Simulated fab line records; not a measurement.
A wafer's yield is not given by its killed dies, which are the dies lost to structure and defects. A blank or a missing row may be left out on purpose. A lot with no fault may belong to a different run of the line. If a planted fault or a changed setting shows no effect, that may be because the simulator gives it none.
Which tool is to blame?	flow sky130	15 lots, 45 wafers sampled, at 4 steps of a route of 708

WHAT EACH GAUGE READ, for each wafer
SKY_VT_ADJUST_LVTN_TW_MEAS_10. Usual: VT_ADJUST_LVTN_TW gives 243.5 (standard deviation 2).
lot	measured	on	VT_ADJUST_LVTN_TW	flag
L737	day 6 17:38	film metro-02	240.7 239.7 239.9	
L738	day 7 01:06	film metro-02	240.9 239.5 239.5	
L739	day 7 08:31	film metro-02	241.0 240.9 240.4	
L740	day 7 14:04	film metro-04	244.9 245.1 245.7	
L741	day 7 23:12	film metro-02	239.6 240.6 239.9	
L742	day 8 00:09	film metro-03	245.0 244.4 245.4	
L743	day 8 07:56	film metro-04	245.5 246.6 245.0	
L744	day 8 12:30	film metro-04	245.1 245.2 245.8	
L745	day 8 21:36	film metro-03	245.0 243.9 243.6	
L746	day 9 13:15	film metro-04	244.2 243.5 243.5	
L753	day 11 01:24	film metro-04	243.3 244.2 243.0	
L754	day 11 10:09	film metro-03	243.5 244.1 245.3	
L755	day 11 14:52	film metro-03	244.3 244.7 245.3	
L759	day 12 18:12	film metro-03	244.6 246.2 244.0	
L760	day 13 03:40	film metro-04	244.7 245.5 244.1	

SKY_VT_ADJUST_PCH_OVL_MEAS_07. Usual: VT_ADJUST_PCH_OVL gives -0.5 nm (standard deviation 1.9).
lot	measured	on	VT_ADJUST_PCH_OVL (nm)	flag
L737	day 10 01:48	overlay-01	-2.7 -2.2 -1.3	
L738	day 10 10:53	overlay-01	-0.8 -2.1 -2.3	
L739	day 10 20:56	overlay-02	-0.5 0.5 -1.0	
L740	day 11 04:04	overlay-01	-2.5 -2.3 -2.6	
L741	day 11 12:02	overlay-01	-2.1 -2.8 -2.5	
L742	day 11 14:19	overlay-02	-1.1 -1.6 -2.9	
L743	day 11 23:23	overlay-02	0.4 1.2 2.1	
L744	day 12 04:55	overlay-01	0.2 -0.6 -1.9	
L745	day 12 15:38	overlay-02	-3.0 -2.3 -2.7	
L746	day 13 10:58	overlay-01	0.3 1.8 2.3	
L753	day 15 05:07	overlay-02	-3.3 0.6 -2.5	
L754	day 15 14:44	overlay-01	1.4 1.4 2.5	
L755	day 15 19:26	overlay-01	-1.9 -3.8 -1.5	
L759	day 17 03:28	overlay-02	0.9 -0.2 -0.7	
L760	day 17 15:16	overlay-02	-0.2 1.6 -1.0	

SKY_POLY_GATE_THK_MEAS_01. Usual: POLY_GATE_CVD_00_THK gives 180.0 nm (standard deviation 1.7).
lot	measured	on	POLY_GATE_CVD_00_THK (nm)	flag
L737	day 13 11:23	film metro-01	180.7 179.9 180.4	
L738	day 13 19:05	film metro-04	180.8 179.9 182.0	
L739	day 14 09:07	film metro-01	180.0 180.1 179.6	
L740	day 14 20:51	film metro-02	179.9 179.1 180.4	
L741	day 15 07:12	film metro-01	178.9 177.5 179.9	
L742	day 15 10:13	film metro-04	181.3 180.7 182.3	
L743	day 15 19:46	film metro-04	178.5 177.1 176.6	
L744	day 16 06:42	film metro-01	180.3 180.3 180.2	
L745	day 16 11:58	film metro-02	179.5 179.2 178.9	
L746	day 17 12:05	film metro-02	180.6 180.8 180.6	
L759	day 21 10:05	film metro-01	178.1 178.1 178.0	
L760	day 21 21:23	film metro-04	179.0 179.9 179.0	

EACH LOT AND THE TOOL THAT RAN IT (in order: tool; ch and the chambers of the sampled wafers; start)
lot	SKY_SONOS_ONO_DEVELOP_12
L737	litho track-04 ch 0, day 12 04:25
L738	litho track-04 ch 0, day 12 13:40
L739	litho track-01 ch 0, day 13 02:49
L740	litho track-03 ch 0, day 13 08:14
L741	litho track-04 ch 0, day 13 19:17
L742	litho track-04 ch 0, day 13 22:28
L743	litho track-01 ch 0, day 14 09:42
L744	litho track-03 ch 0, day 14 14:59
L745	litho track-04 ch 0, day 15 01:40
L746	litho track-04 ch 0, day 16 00:40
L753	litho track-03, day 17 18:59
L754	litho track-04, day 18 04:16
L755	litho track-04, day 18 11:08
L759	litho track-03 ch 0, day 19 21:17
L760	litho track-01 ch 0, day 20 09:06
- SKY_SONOS_ONO_DEVELOP_12: develop time 60 s.

AS READ BY THE TOOLS THEMSELVES (means over the sampled wafers that have a number; for cases with no such wafer, the mark the record gives instead)
SKY_SONOS_ONO_DEVELOP_12. Usual: chill plate temp C 22.97 C, standard deviation 0.098; developer temp C 23.01 C, standard deviation 0.097.
lot	tool	chill plate temp C (C)	developer temp C (C)	flag
L737	litho track-04	22.99	23.06	
L738	litho track-04	23.04	23.01	
L739	litho track-01	22.93	23.03	
L740	litho track-03	23.00	22.95	
L741	litho track-04	22.99	22.95	
L742	litho track-04	23.04	22.91	
L743	litho track-01	22.99	23.12	
L744	litho track-03	22.90	22.99	
L745	litho track-04	23.01	22.99	
L746	litho track-04	22.87	23.05	
L753	litho track-03	-	-	OFF
L754	litho track-04	-	-	OFF
L755	litho track-04	-	-	OFF
L759	litho track-03	23.00	22.90	
L760	litho track-01	22.84	22.96	

THE ANSWER, worked out from the rows above alone
Rule: lot off if the mean of its wafers having a number is beyond 3 standard deviations from the usual mean. Also off: a lot with no number at a reading for which 4 or more lots have one. The other lots that the step has rows for count as sound. The gauges are gone through in route order, then the tools' own readings, and for those a lot's mean is taken as printed above. At the first step where some lot is off, the reading lying furthest off is the one used; lots without a number count as furthest.
Off: L753, L754, L755 (SKY_SONOS_ONO_DEVELOP_12, chill plate temp C). Without a number there: L753, L754, L755.
If a tool, at that step or one of the process steps before it, ran each lot that is off and ran no sound lot following the first of them, it fits. Of those tried, none fits.

WHAT WAS PUT IN BY THE SIMULATOR
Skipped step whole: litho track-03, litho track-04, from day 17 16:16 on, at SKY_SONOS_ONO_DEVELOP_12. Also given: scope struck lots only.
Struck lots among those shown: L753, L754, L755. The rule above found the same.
